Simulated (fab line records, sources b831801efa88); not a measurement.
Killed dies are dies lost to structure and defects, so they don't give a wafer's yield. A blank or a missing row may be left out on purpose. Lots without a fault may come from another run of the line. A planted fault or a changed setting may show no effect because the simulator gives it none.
One fault seen from 2 desks | flow gf180mcu | each desk has only its own numbers; what lay behind them comes last

THE METROLOGY DESK
What the gauges read, lot by lot, whatever tool the lot ran on: means of the sampled wafers that have a number. A lot is out of limits, marked OUT, if its mean lies more than 4 standard deviations from the usual mean; the brackets give that distance.
Columns: A = MIM_ALCU_RS at GF_MIM_RS_MEAS_10, usual 0.1608 ohm/sq; B = MIM_ALCU_THK at GF_MIM_THK_MEAS_11, usual 199.8 nm
lot  | first seen here | A      | B
L923 | day 24 18:52    | 0.1591 | 202.7
L924 | day 25 04:04    | 0.1618 | 198.4
L925 | day 25 14:56    | 0.1634 | 196.5
L927 | day 26 05:33    | 0.1592 | 202.6
L928 | day 26 11:25    | 0.1605 | 199.7
L929 | day 26 20:14    | 0.1609 | 200.4
L930 | day 27 04:49    | 0.1610 | 200.1
L931 | day 27 17:13    | 0.1609 | 200.3
L933 | day 28 07:31    | 0.1603 | 201.6
L934 | day 28 11:11    | 0.1601 | 200.6
L937 | day 29 06:26    | 0.1616 | 198.3
L939 | day 30 01:29    | 0.1614 | 198.3
L942 | day 30 18:31    | 0.1607 | 200.4
This desk's finding: nothing out of limits on any of the 13 lots.

THE TOOL OWNER'S DESK: rie_metal-02
The tool's own readings at GF_M5_METAL_ETCH_10 (etches the open film in Cl2/BCl3, stops on SiO2, target depth 750.8 nm, time 125.1 s): means of the sampled wafers that have a number, for each lot that ran on this tool. A lot is out of limits, marked OUT, if its mean lies more than 4 standard deviations from the usual mean; the brackets give that distance.
Columns: A = drypump_motor_current_A at GF_M5_METAL_ETCH_10, usual 6.0 A; B = oes_product_au at GF_M5_METAL_ETCH_10, usual 0.989 a.u.; C = throttle_valve_pct at GF_M5_METAL_ETCH_10, usual 28.232 %
lot  | first seen here | A   | B     | C
L923 | day 26 13:38    | 6.1 | 0.990 | 28.231
L924 | day 26 21:59    | 6.2 | 0.990 | 28.241
L925 | day 27 09:39    | 6.3 | 0.988 | 28.237
L928 | day 28 04:23    | 6.2 | 0.984 | 28.234
L929 | day 28 12:15    | 6.3 | 0.988 | 28.224
L930 | day 28 20:41    | 6.2 | 0.991 | 28.231
This desk's finding: nothing out of limits on any of the 6 lots.

PUT TOGETHER
The metrology desk saw nothing out of limits.
The tool owner's desk saw nothing out of limits.

WHAT THE SIMULATOR HAD PUT IN
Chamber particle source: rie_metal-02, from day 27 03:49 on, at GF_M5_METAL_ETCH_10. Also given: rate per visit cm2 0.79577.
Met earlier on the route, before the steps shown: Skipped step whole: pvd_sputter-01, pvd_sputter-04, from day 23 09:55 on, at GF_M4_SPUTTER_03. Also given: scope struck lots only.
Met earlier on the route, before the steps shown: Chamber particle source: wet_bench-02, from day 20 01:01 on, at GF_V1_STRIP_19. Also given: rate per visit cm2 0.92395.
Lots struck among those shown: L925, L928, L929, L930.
